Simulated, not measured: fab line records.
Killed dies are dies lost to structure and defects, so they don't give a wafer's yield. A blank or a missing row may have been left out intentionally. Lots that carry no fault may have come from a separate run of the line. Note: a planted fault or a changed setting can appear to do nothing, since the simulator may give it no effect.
One fault through the eyes of 2 desks	flow sky130	each desk has only its own numbers; what lay behind them comes last

## FROM THE METROLOGY DESK
Lot by lot, what the gauges showed, no matter which tool ran the lot: averages of those sampled wafers that carry a number. Any lot whose mean is over 4 standard deviations away from the usual mean is out of limits and marked OUT; that distance is given in the brackets.
Columns: A = LOCAL_INTERCONNECT_TIN_RS at SKY_LOCAL_INTERCONNECT_RS_MEAS_01, usual 14.13 ohm/sq; B = LOCAL_INTERCONNECT_TIN_THK at SKY_LOCAL_INTERCONNECT_THK_MEAS_02, usual 100.8 nm; C = cd-nm at SKY_LOCAL_INTERCONNECT_CD_MEAS_11, usual 169.9 nm; D = LOCAL_INTERCONNECT_OVL at SKY_LOCAL_INTERCONNECT_OVL_MEAS_12, usual 3 nm
lot	first seen here	A	B	C	D
L438	day 30 14:20	13.94	102.3	169.2	3
L441	day 31 16:10	14.16	101.0	172.7	2
L449	day 34 05:33	14.14	100.4	169.8	4
L450	day 34 17:34	14.18	100.0	168.0	8
L454	day 35 20:36	14.37	98.6	173.0	-0
L455	day 36 08:55	14.03	101.6	169.9	-2
This desk's finding: nothing out of limits on any of the 6 lots.

## DESK OF THE TOOL OWNER: rie-metal-04
The tool's own readings at SKY_LOCAL_INTERCONNECT_ETCH_13 (etches BARC in N2/H2, stops on SiO2, time 45.9 s, target depth 60 nm): means of the sampled wafers that have a number, for each lot that ran on this tool. Any lot whose mean is over 4 standard deviations away from the usual mean is out of limits and marked OUT; that distance is given in the brackets.
Columns: A = drypump-motor-current-A at SKY_LOCAL_INTERCONNECT_ETCH_13, usual 5.5 A; B = oes-product-au at SKY_LOCAL_INTERCONNECT_ETCH_13, usual 0.854 a.u.; C = rf-fwd-power-W at SKY_LOCAL_INTERCONNECT_ETCH_13, usual 495.4 W; D = throttle-valve-pct at SKY_LOCAL_INTERCONNECT_ETCH_13, usual 13.225 %
lot	first seen here	A	B	C	D
L438	day 31 18:21	5.9	0.857	495.3	13.227
L449	day 35 08:41	5.9	0.852	521.1 (+10) OUT	13.221
L450	day 35 20:18	5.9	0.857	548.9 (+21) OUT	13.224
This desk finds L449, L450 out of limits, L449 being first, at day 35 08:41 (rf-fwd-power-W at SKY_LOCAL_INTERCONNECT_ETCH_13). In limits: L438.

## TAKEN TOGETHER
The tool owner's desk had the chance to raise an alarm at day 35 08:41 on L449, L450.
From the metrology desk's view, nothing was out of limits.
The metrology desk holds a record of L449, L450, inside its limits.
Of the lots named, all ran SKY_LOCAL_INTERCONNECT_ETCH_13 on rie-metal-04.

## WHAT THE SIMULATOR HAD PUT IN
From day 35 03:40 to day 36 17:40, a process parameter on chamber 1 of rie-metal-04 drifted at SKY_LOCAL_INTERCONNECT_ETCH_13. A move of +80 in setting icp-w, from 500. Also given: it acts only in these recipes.
Lots struck among those shown: L449, L450.
Each desk's first reading out of limits, in hours after the fault started: the tool owner's desk, 5.
